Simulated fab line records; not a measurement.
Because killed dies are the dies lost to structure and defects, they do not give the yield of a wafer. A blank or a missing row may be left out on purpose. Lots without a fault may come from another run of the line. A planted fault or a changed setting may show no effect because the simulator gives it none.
8D (eight disciplines) problem report, filled in by code    flow gf180mcu    the parts of the form that need people (team, actions taken, sign-off) are left out

== 1. WHAT WENT WRONG ==
At GF_M5_SOFTBAKE_03, run length s averages 92.37 s over 4 wafers from 3 lots, while fault-free wafers read 89.32 s, standard deviation 0.24. That is +13 standard deviations from the usual mean.
The step: time 60 s.
Earliest sighting: wafer L460.6 on litho track-04 at day 28 23:32. At this step, 37 wafers from 13 lots have a number in the record. Rule for "out", or "out of limits": more than 4 standard deviations from the usual mean. Any other wafer with a number is counted as sound.

== 2. WHAT IT IS, AND WHAT IT ISN'T ==
question                     is                              is not
which readings at this step  run length s                    -
which lots                   L460, L461, L462                L448, L449, L451, L452, L453, L457, L464, L465, L469, L470
which wafers of those lots   L460.6, L461.3, L462.3, L462.6  L460.5, L461.5, L462.5
read on which tools          litho track-04                  litho track-01, litho track-02
when                         from day 28 23:32               up to then (19 sound wafers); but 14 sound wafers of L461, L462, L464, L465, L469, L470 came after

== 3. THE SUSPECTS, EACH WITH WHAT RULES IT OUT ==
Counting: if a tool at a process step up to the reading ran every lot that is out, it stays a suspect. Sound lots after the first of them don't rule it out here, since some wafers of a struck lot are sound.
- litho track-04 at GF_M5_SOFTBAKE_03 (time 60 s): kept. It ran every lot that is out, first L460 (day 28 23:32); its last sound lot up to then is L457 (day 28 07:08). Its own readings are out on those wafers: run length s.
Left after counting: litho track-04 at GF_M5_SOFTBAKE_03.

== 4. THE CAUSE (what the simulator had put in) ==
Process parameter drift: litho track-04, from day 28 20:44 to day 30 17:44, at GF_M5_SOFTBAKE_03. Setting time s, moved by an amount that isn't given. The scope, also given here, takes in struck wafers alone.
Only this tool survived the counting.

== 5. THE EFFECT CHAIN, in route order ==
Each row: a reading whose mean over the struck wafers that have a number lies more than 3 standard deviations from the usual. Only readings whose record carries a usual standard deviation are examined. hours: median over the lots of the time between each lot's start at the first step of this table that gives one and its start at this step. sigmas: the change, counted in usual standard deviations.
hours  step               reading       usual    on struck wafers  change  sigmas
0      GF_M5_SOFTBAKE_03  run length s  89.32 s  92.37             +3.05   +13
The process steps in it:
- GF_M5_SOFTBAKE_03: time 60 s.

== 6. HOW IT WOULD HAVE BEEN CAUGHT EARLIER ==
In this record the first reading out of limits was taken at day 28 23:32, 3 hours after the fault began at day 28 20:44.
